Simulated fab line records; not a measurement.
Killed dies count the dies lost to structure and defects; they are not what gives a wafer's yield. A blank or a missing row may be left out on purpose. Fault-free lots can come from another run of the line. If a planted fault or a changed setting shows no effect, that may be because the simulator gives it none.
Which of the tools did it?	flow sky130	6 lots, 18 wafers sampled, at 3 steps of a route of 708

== WHAT THE GAUGES READ, wafer by wafer ==
SKY_METAL4_CD_MEAS_13: target cd 300 nm.
lot	measured	on	cd-nm (nm)
L260	day 43 11:13	cd-sem-02	298.7 298.6 298.1
L262	day 43 23:08	cd-sem-01	304.2 303.6 303.6
L264	day 44 13:31	cd-sem-01	300.6 302.3 301.0
L266	day 45 12:29	cd-sem-02	301.6 300.6 299.0
L276	day 47 08:06	cd-sem-01	298.9 298.9 298.8
L277	day 48 01:59	cd-sem-01	299.6 300.5 298.3

== EACH LOT AND THE TOOL THAT RAN IT (in order: tool; ch and the chambers of the sampled wafers; start) ==
lot	SKY_SPACER_CVD_00	SKY_CAP2M_CVD_00
L260	lpcvd-02 ch 0, day 24 19:21	pecvd-02 ch 0,1, day 41 10:49
L262	lpcvd-02 ch 1, day 25 10:22	pecvd-03 ch 0,2, day 41 23:14
L264	lpcvd-02 ch 1, day 26 07:31	pecvd-02 ch 0,1,2, day 42 14:45
L266	lpcvd-02 ch 1, day 27 10:31	pecvd-02 ch 0,1, day 43 14:55
L276	lpcvd-02 ch 1, day 29 23:32	pecvd-03 ch 0,1,2, day 45 13:23
L277	lpcvd-02 ch 1, day 30 23:44	pecvd-03 ch 1,2, day 46 08:56
- SKY_SPACER_CVD_00: deposits Si3N4 from DCS/NH3, target thk 43.1 nm, time 740 s.
- SKY_CAP2M_CVD_00: deposits SiO2, target thk 15.5 nm.

== THE ANSWER, worked out from the rows above alone ==
Rule: the lots themselves supply what counts as usual. The widest of any qualifying gaps counts: lots, ordered by their means at a reading, are off when they make up no more than a third of the lots, leave a main group of 4 or more, and stand apart from it by 3 or more times the standard deviation of that group's means. The tables above print the reading to a certain number of digits; a main group whose means all agree to those digits is not used. A lot without any number at a reading at which 4 lots or more have one is off too. Any other lot the step has rows for is counted as sound.
No lot is off on any of the readings shown, so nothing can be concluded from this.

== WHAT WAS PUT IN BY THE SIMULATOR ==
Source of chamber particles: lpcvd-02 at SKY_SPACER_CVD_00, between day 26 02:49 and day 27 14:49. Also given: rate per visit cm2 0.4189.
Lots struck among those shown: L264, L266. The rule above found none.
